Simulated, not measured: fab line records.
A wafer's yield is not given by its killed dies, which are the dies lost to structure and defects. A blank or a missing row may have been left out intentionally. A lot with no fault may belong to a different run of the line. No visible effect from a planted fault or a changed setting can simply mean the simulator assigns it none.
A single fault, viewed from 2 desks :: flow sky130 :: each desk holds nothing but its own numbers, with what lay behind them at the end

AT THE TOOL OWNER'S DESK: iline_stepper-02
The tool's own readings at SKY_DNWELL_EXPOSE_04 (exposes mask DNM, target cd 3000 nm): means of the sampled wafers that have a number, for each lot that ran on this tool. The brackets show how far a lot's mean lies from the usual mean; more than 4 standard deviations puts the lot out of limits, marked OUT.
Columns: A = exposure_dose_mJ_cm2 at SKY_DNWELL_EXPOSE_04, usual 221.97; B = focus_offset_nm at SKY_DNWELL_EXPOSE_04, usual -0.1 nm; C = reticle_temp_C at SKY_DNWELL_EXPOSE_04, usual 23.03 C
lot: L710
first seen here: day 3 11:49
A: 222.33
B: -0.3
C: 23.05

lot: L717
first seen here: day 5 02:46
A: 221.76
B: -0.6
C: 23.10

lot: L720
first seen here: day 5 16:10
A: 222.16
B: 0.7
C: 23.07

lot: L724
first seen here: day 6 15:34
A: 221.58
B: -0.1
C: 22.91
This desk found nothing out of limits on any of the 4 lots.

AT THE METROLOGY DESK
Means of the sampled wafers that have a number, per lot and without regard to the tool the lot ran on: this is what the gauges read. The brackets show how far a lot's mean lies from the usual mean; more than 4 standard deviations puts the lot out of limits, marked OUT.
Columns: A = DNWELL_TW at SKY_DNWELL_TW_MEAS_09, usual 1113
lot: L707
first seen here: day 3 02:42
A: 1115

lot: L708
first seen here: day 3 11:34
A: 1114

lot: L710
first seen here: day 3 20:43
A: 1112

lot: L711
first seen here: day 4 02:27
A: 1117

lot: L712
first seen here: day 4 09:19
A: 1102

lot: L715
first seen here: day 5 00:13
A: 1118

lot: L716
first seen here: day 5 05:52
A: 1120

lot: L717
first seen here: day 5 12:37
A: 1106

lot: L720
first seen here: day 6 02:01
A: 1113

lot: L722
first seen here: day 6 13:46
A: 30 (-99 or more) OUT

lot: L723
first seen here: day 6 20:39
A: 30 (-99 or more) OUT

lot: L724
first seen here: day 7 01:03
A: 1112

lot: L729
first seen here: day 8 04:59
A: 1101

lot: L730
first seen here: day 8 08:39
A: 1114
This desk finds L722, L723 out of limits, with the earliest case on L722 at day 6 13:46 (DNWELL_TW at SKY_DNWELL_TW_MEAS_09). In limits: L707, L708, L710, L711, L712, L715, L716, L717, L720, L724, L729, L730.

BROUGHT TOGETHER
An alarm was possible from the metrology desk at day 6 13:46, on L722, L723.
The tool owner's desk saw nothing out of limits.
The tool owner's desk has no number on record for L722, L723.
Of the lots named, all ran SKY_DNWELL_EXPOSE_04 on iline_stepper-02.

WHAT THE SIMULATOR HAD PUT IN
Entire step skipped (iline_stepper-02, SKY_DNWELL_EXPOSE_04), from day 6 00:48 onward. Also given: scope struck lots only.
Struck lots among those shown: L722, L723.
Per desk, hours elapsed from the start of the fault to the first reading out of limits: for the metrology desk, 13.
